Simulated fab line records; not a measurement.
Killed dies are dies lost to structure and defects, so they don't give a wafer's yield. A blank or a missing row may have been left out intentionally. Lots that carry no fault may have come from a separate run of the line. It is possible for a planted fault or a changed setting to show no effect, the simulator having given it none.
Problem report in the 8D (eight disciplines) form, filled by code	flow gf180mcu	the parts of the form that need people (team, actions taken, sign-off) are left out

== 1. PROBLEM STATEMENT ==
Wafers free of any fault read 46.18 ohm/sq (standard deviation 0.072) for NSD_RS at GF_PSD_RS_MEAS_14, against a mean of 48.06 ohm/sq on 6 wafers of 2 lots. Relative to the usual mean, that is a shift of +26 standard deviations.
The step: measures by four-point-probe.
First observed at day 20 16:22: wafer L265.3, on film metro-03. The record holds 36 wafers of 12 lots with a number at this step. By rule, "out" or "out of limits" means more than 4 standard deviations away from the usual mean. All remaining wafers that have a number are taken as sound.

== 2. WHAT IT IS AND WHAT IT IS NOT ==
question	is	is not
which readings at this step	NSD_RS	-
which lots	L265, L266	L247, L250, L251, L252, L255, L256, L262, L264, L267, L268
which wafers of those lots	all that have a number	-
read on which gauges	film metro-02, film metro-03	film metro-04
when	from day 20 16:22	up to then (24 sound wafers); but 6 sound wafers of L267, L268 came after

== 3. WHAT RULES OUT EACH SUSPECT ==
Counting: a tool at a process step up to the reading stays a suspect if it ran every lot that is out and no sound lot after the first of them.
- the gauge at GF_PSD_RS_MEAS_14: ruled out. Those wafers that are out were read across 2 gauges (film metro-02, film metro-03).
- plasma asher-01 at GF_HV_LDD_STRIP_22 (strips in O2/N2): ruled out as a lasting fault. Sound lots L268 ran on it after its first lot that is out, L265 (day 16 10:40).
- implanter-01 at GF_NSD_IMPLANT_09: kept. It ran every lot that is out, first L265 (day 19 14:08), and no sound lot after that; its last sound lot up to then is L262 (day 18 13:04). On those wafers its own readings are out: dose ions cm2.
Left after counting: implanter-01 at GF_NSD_IMPLANT_09.

== 4. THE CAUSE (what the simulator had put in) ==
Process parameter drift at GF_NSD_IMPLANT_09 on implanter-01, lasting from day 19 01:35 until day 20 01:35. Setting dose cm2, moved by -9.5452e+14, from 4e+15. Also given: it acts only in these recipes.
This tool alone remained once counting was done.

== 5. THE EFFECT CHAIN, in route order ==
Each row: a reading whose mean over the struck wafers that have a number lies more than 3 standard deviations from the usual. Only readings for which the record gives a usual standard deviation are gone through. hours: the time from each lot's start at the first step in this table that gives one to its start at this step, as a median over the lots. sigmas: the change in usual standard deviations.
hours	step	reading	usual	on struck wafers	change	sigmas
0	GF_NSD_IMPLANT_09	beam on s	19.5 s	15.1	-4.4	-4.0
0	GF_NSD_IMPLANT_09	dose ions cm2	4.001e+15	3.045e+15	-9.560e+14	-99 or more
0	GF_NSD_STRIP_11	strip time to endpoint s	22.95 s	21.91	-1.04	-25
26	GF_PSD_RS_MEAS_14	NSD_RS	46.18 ohm/sq	48.06	+1.88	+26
Here are the process steps it includes:
- GF_NSD_IMPLANT_09
- GF_NSD_STRIP_11: strips in O2/N2.

== 6. HOW IT WOULD HAVE BEEN CAUGHT EARLIER ==
In this record the first reading out of limits at a measuring or inspecting step was taken at day 20 16:22, 39 hours after the fault began at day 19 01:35.
The tool's own readings at GF_NSD_IMPLANT_09 were out on every struck wafer that the step has a row for (dose ions cm2): an alarm limit on them would have fired on the first of those.
By day 20 16:22, every lot that is out (2) had started GF_NSD_IMPLANT_09 on implanter-01. Had the tool been put on hold then, not one of them would have been saved.
